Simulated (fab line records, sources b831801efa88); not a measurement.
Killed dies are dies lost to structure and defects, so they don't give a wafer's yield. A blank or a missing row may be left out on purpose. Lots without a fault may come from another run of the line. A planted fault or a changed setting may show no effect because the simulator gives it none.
fab line records | flow sky130
record lots=6 wafers=18 last_day=50
route steps=708 shown METAL4@635 VIA4@639
lots that met no fault: from a run of the same line without faults
start_h: hours from the record's first day to the start of the lot's first wafer shown | wait_h: hours since the lot's step before | " the same as in the row above | L1.1+2: a row that stands for several wafers | - no value, or no start given | * or withheld: withheld | < > ~ a bound
route shown NAME@n: a module of which the file shows steps, and the number in the route of the first | usual: mean/standard deviation of fault-free wafers | same: alike in all rows | chamber/n: place in a boat | sites: the reading at each site | _std_site: their standard deviation | _edge_site: outer sites' mean less inner sites' | radius_mm: how far each site lies from the wafer's centre | mask NAME#n: copy n | behind: the tool/chamber that last shaped the wafer | hold: why the lot was held/for how many hours/how that ended | device: the transistor (n, p or np) that didn't switch | end of line: the same wafers' tests at the end of the route | a step without rows: its recipe alone | killed: dies lost to structure and defects at the first sort, not the wafer's yield | map: a wafer's dies, x killed, . not, _ none there
set.NAME: the setting as run; set.NAME@STEP: as run at that earlier step | model.NAME: the simulator's own value behind a step, which no gauge read
lots at some steps of the route; a table a step, a row a wafer
services: from which hour (start_h, from the record's first day; less than 0 if before it) a tool's chamber was out of use, for how many hours, and why
## steps
# step SKY_METAL4_STRIP_19
# recipe chemistry=O2/N2 power_w=1400 pressure_mtorr=1500 platen_temp_c=withheld o2_flow_sccm=3000 n2_flow_sccm=300 overash_fraction=0.5
# usual drypump_motor_current_A=5.9/0.36 n2_flow_sccm=299.9/0.93 oes_product_au=0.505/0.0052 strip_time_to_endpoint_s=6.62/0.069
# columns lot.wafer tool chamber start_h wait_h drypump_motor_current_A n2_flow_sccm oes_product_au rf_hours_counter_h strip_time_to_endpoint_s
L121.3 plasma_asher-03 0 997.27 0.2 6.5 298.9 0.501 - 6.58
L121.4 " 1 " " 6.1 299.8 0.501 - 6.61
L121.5 " 0 " " 6.5 300.2 0.503 - 6.57
L131.1 plasma_asher-03 0 1065.81 0.1 6.5 300.5 0.502 0 6.45
L131.5 " 1 " " 6.1 299.6 0.505 - 6.47
L131.6 " 0 " " 6.5 300.0 0.493 - 6.43
L134.2 plasma_asher-01 0 1072.13 0.2 5.5 298.3 0.507 92 6.58
L134.3 " 1 " " 6.2 300.7 0.500 - 6.58
L134.6 " 0 " " 5.5 298.9 0.502 - 6.63
L138.1 plasma_asher-01 1 1102.62 0.3 6.2 300.1 0.504 95 6.59
L138.2 " 0 " " 5.5 299.0 0.509 95 6.58
L138.4 " 1 " " 6.2 299.7 0.510 - 6.59
L140.2 plasma_asher-01 1 1104.76 0.2 6.2 301.7 0.511 96 6.60
L140.4 " 1 " " 6.2 300.6 0.506 - 6.62
L140.6 " 0 " " 5.5 299.9 0.498 - 6.55
L143.2 plasma_asher-02 0 1122.02 0.1 5.6 299.1 0.507 69 6.61
L143.3 " 1 " " 5.6 300.8 0.500 - 6.76
L143.6 " 0 " " 5.6 298.7 0.510 - 6.67
# step SKY_METAL4_STRIP_20
# recipe chemistry=post_etch_residue_remover time_s=1200 temp_c=72.5
# step SKY_METAL4_CLEAN_21
# recipe chemistry=IPA time_s=180 temp_c=25
# step SKY_METAL4_CLEAN_22
# recipe chemistry=O3/DIW dry=n2_spin
# step SKY_VIA4_HDPCVD_00
# recipe material=SiO2 target_thk_nm=1750 sigma_open_frac=0.3 time_s=291.7 temp_c=400 sih4_flow_sccm=60 pressure_mtorr=6
# step SKY_VIA4_THK_MEAS_01
# recipe reads=SiO2_of_VIA4_HDPCVD_00
# usual VIA4_HDPCVD_THK=1745/15
# columns lot.wafer tool chamber start_h wait_h VIA4_HDPCVD_THK[nm]
L121.3 film_metro-01 - 998.03 0.1 1750
L121.4 " - " " 1747
L121.5 " - " " 1732
L131.1 film_metro-02 - 1066.69 0.2 1741
L131.5 " - " " 1744
L131.6 " - " " 1736
L134.2 film_metro-02 - 1072.97 0.2 1763
L134.3 " - " " 1753
L134.6 " - " " 1758
L138.1 film_metro-03 - 1103.40 0.1 1743
L138.2 " - " " 1742
L138.4 " - " " 1724
L140.2 film_metro-01 - 1105.57 0.1 1743
L140.4 " - " " 1738
L140.6 " - " " 1736
L143.2 film_metro-02 - 1122.80 0.1 1744
L143.3 " - " " 1742
L143.6 " - " " 1725
# step SKY_VIA4_CMP_02
# recipe material=SiO2 down_force_psi=4 platen_rpm=60 pad_velocity_m_s=0.94248
# usual motor_current_A=12.0/1
# columns lot.wafer tool chamber start_h wait_h motor_current_A
L121.4 cmp-01 1 998.12 0.1 12.5
L121.3 " 3 " " 13.8
L121.5 " 1 " " 13.7
L131.1 cmp-02 0 1066.78 0.1 10.6
L131.6 " 0 " " 9.9
L131.5 " 1 " " 12.2
L134.3 cmp-02 0 1073.02 0.0 11.4
L134.2 " 2 " " 11.9
L134.6 " 1 " " 12.1
L138.2 cmp-01 1 1103.46 0.0 12.7
L138.4 " 2 " " 11.4
L138.1 " 3 " " 12.4
L140.4 cmp-01 3 1105.70 0.1 13.1
L140.2 " 1 " " 13.1
L140.6 " 0 " " 11.8
L143.2 cmp-01 3 1122.90 0.1 13.4
L143.3 " 1 " " 12.7
L143.6 " 3 " " 14.2
# step SKY_VIA4_BOW_MEAS_03
# recipe mode=bow
# usual VIA4_BOW=80/9.3
# columns lot.wafer tool chamber start_h wait_h VIA4_BOW[um]
L121.3 film_metro-02 - 998.41 0.1 77
L121.4 " - " " 87
L121.5 " - " " 91
L131.1 film_metro-02 - 1067.08 0.2 82
L131.5 " - " " 79
L131.6 " - " " 78
L134.2 film_metro-02 - 1073.34 0.2 79
L134.3 " - " " 76
L134.6 " - " " 90
L138.1 film_metro-01 - 1103.76 0.1 92
L138.2 " - " " 95
L138.4 " - " " 89
L140.2 film_metro-03 - 1106.02 0.2 90
L140.4 " - " " 77
L140.6 " - " " 78
L143.2 film_metro-01 - 1123.17 0.2 85
L143.3 " - " " 88
L143.6 " - " " 76
# step SKY_VIA4_DEHYDRATE_04
# recipe temp_c=200 time_s=60
# step SKY_VIA4_HMDS_05
# recipe prime_time_s=60 prime_temp_c=120
# step SKY_VIA4_COAT_06
# recipe resist=NOVOLAK spin_rpm=3000 resist_thk_nm=1140
# step SKY_VIA4_SOFTBAKE_07
# recipe temp_c=90 time_s=58.37 resist=NOVOLAK
# step SKY_VIA4_EXPOSE_08
# recipe mask_id=VIM4 na=0.6 source_shape=conventional sigma_outer=0.6 polarization=unpolarized target_cd_nm=800 dose_mj=132
# usual exposure_dose_mJ_cm2=131.99/0.13 focus_offset_nm=0.0/0.49
# columns lot.wafer tool chamber start_h wait_h mask exposure_dose_mJ_cm2 focus_offset_nm
L121.3 iline_stepper-01 0 1010.50 - VIM4#0 131.87 0.4
L121.4 " 0 " " VIM4#0 131.97 0.3
L121.5 " 0 " " VIM4#0 132.12 0.7
L131.1 iline_stepper-02 0 1077.86 - VIM4#0 132.02 -0.7
L131.5 " 0 " " VIM4#0 131.96 -0.6
L131.6 " 0 " " VIM4#0 131.85 -0.2
L134.2 iline_stepper-02 0 1083.58 - VIM4#0 131.91 0.0
L134.3 " 0 " " VIM4#0 132.10 0.7
L134.6 " 0 " " VIM4#0 131.97 0.6
L138.1 iline_stepper-01 - 1113.61 - VIM4#0 - -
L138.2 " - " " VIM4#0 - -
L138.4 " - " " VIM4#0 - -
L140.2 iline_stepper-01 - 1116.33 - VIM4#0 - -
L140.4 " - " " VIM4#0 - -
L140.6 " - " " VIM4#0 - -
L143.2 iline_stepper-02 0 1132.88 - VIM4#0 132.23 0.4
L143.3 " 0 " " VIM4#0 132.07 0.6
L143.6 " 0 " " VIM4#0 132.16 0.8
# step SKY_VIA4_PEB_09
# recipe temp_c=withheld time_s=* resist=NOVOLAK
## services
# columns tool chamber start_h hours kind
plasma_asher-02 - 986.55 1.3 repair
cmp-02 - 988.56 3.0 repair
plasma_asher-02 - 994.49 3.7 repair
cmp-02 - 994.70 4.9 pm
plasma_asher-02 - 994.86 1.7 repair
plasma_asher-01 - 1014.15 10.4 repair
cmp-02 - 1033.71 0.7 repair
plasma_asher-03 - 1055.31 9.0 pm
plasma_asher-03 0 1055.31 9.0 vent_cycle
plasma_asher-03 1 1055.31 9.0 vent_cycle
plasma_asher-03 0 1064.31 - clean
plasma_asher-03 1 1064.31 - clean
iline_stepper-02 0 1077.02 - calibration
iline_stepper-02 - 1079.46 1.7 pm
plasma_asher-02 - 1080.58 0.4 repair
cmp-01 - 1084.99 4.0 pm
cmp-01 - 1088.99 - consumable_replace:conditioner
cmp-01 - 1088.99 - consumable_replace:pad
iline_stepper-01 - 1092.18 4.4 pm
plasma_asher-01 - 1094.15 0.7 repair
cmp-02 - 1101.80 5.7 pm
plasma_asher-02 - 1104.64 0.4 repair
plasma_asher-03 - 1116.83 8.7 repair
## key
first_sign step=SKY_VIA4_EXPOSE_08 reading=tool_record direction=missing
effect none on later readings
met_at SKY_VIA4_EXPOSE_08
struck_wafers L138.1,L138.2,L138.4,L140.2,L140.4,L140.6
later_rows_left_out L138.1,L138.2,L138.4,L140.2,L140.4,L140.6
sort_left_out L138.1,L138.2,L138.4,L140.2,L140.4,L140.6
onset_between 1010.50 1113.61
fault kind=skipped_step_whole tool=iline_stepper-01 chamber=- onset_h=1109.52 steps=SKY_VIA4_EXPOSE_08 scope=struck_lots_only
# sort_left_out: the simulated sort isn't trusted on such a fault, so these wafers' sort isn't shown, and their yield isn't known
# later_rows_left_out: the simulator's readings of these wafers behind a module that went badly wrong aren't trusted and aren't shown, but for the sort
